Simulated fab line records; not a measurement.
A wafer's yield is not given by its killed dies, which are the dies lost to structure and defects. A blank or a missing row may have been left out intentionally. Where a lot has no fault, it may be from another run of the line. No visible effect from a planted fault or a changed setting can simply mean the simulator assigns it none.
One fault seen from 2 desks -- flow gf180mcu -- every desk sees just its own numbers, and what lay behind them comes last

== AT THE METROLOGY DESK ==
Lot by lot, what the gauges showed, no matter which tool ran the lot: averages of those sampled wafers that carry a number. A lot is out of limits, marked OUT, if its mean lies more than 4 standard deviations from the usual mean; the brackets give that distance.
Columns: A = cdNm at GF_M4_CD_MEAS_14, usual 279.8 nm; B = V5_W_THK at GF_V5_THK_MEAS_25, usual 347 nm
lot,first seen here,A,B
L400,day 23 10:01,280.1,352
L402,day 24 03:30,280.4,334
L403,day 24 21:00,278.9,350
L405,day 25 08:43,280.6,354
L406,day 25 13:55,280.1,342
L407,day 26 00:05,281.9,345
L409,day 26 08:33,280.0,336
L410,day 26 19:18,279.2,355
L411,day 27 10:03,279.9,346
L412,day 27 15:56,279.4,348
L413,day 27 18:07,280.9,350
L414,day 27 22:31,279.6,349
L415,day 28 10:56,281.5,348
L423,day 30 10:24,278.7,343
This desk found nothing out of limits on any of the 14 lots.

== TOOL OWNER'S DESK, rieSi-02 ==
The tool's own readings at GF_STI_ETCH_14 (etches Si in HBr/Cl2/O2, target depth 360 nm, time 102.9 s): means of the sampled wafers that have a number, for each lot that ran on this tool. A lot is out of limits, marked OUT, if its mean lies more than 4 standard deviations from the usual mean; the brackets give that distance.
Columns: A = biasW at GF_STI_ETCH_14, usual 150.0 W; B = drypumpMotorCurrentA at GF_STI_ETCH_14, usual 5.7 A; C = oesProductAu at GF_STI_ETCH_14, usual 1.002 a.u.; D = throttleValvePct at GF_STI_ETCH_14, usual 25.654 %
lot,first seen here,A,B,C,D
L403,day 2 16:34,150.1,5.3,1.007,25.651
L406,day 3 09:48,150.0,5.7,0.998,25.648
L407,day 3 16:31,149.7,5.8,1.017,25.641
L409,day 4 00:01,150.0,5.3,0.996,25.657
L412,day 4 14:28,150.5,5.6,1.006,25.647
L413,day 4 20:34,150.1,5.6,1.006,25.650
L414,day 5 03:12,148.6,5.3,1.003,25.656
L415,day 5 06:55,148.2,5.3,0.992,25.662
This desk found nothing out of limits on any of the 8 lots.

== TAKEN TOGETHER ==
Metrology desk: nothing out of limits seen.
Nothing out of limits was seen by the tool owner's desk.

== WHAT HAD BEEN PUT IN BY THE SIMULATOR ==
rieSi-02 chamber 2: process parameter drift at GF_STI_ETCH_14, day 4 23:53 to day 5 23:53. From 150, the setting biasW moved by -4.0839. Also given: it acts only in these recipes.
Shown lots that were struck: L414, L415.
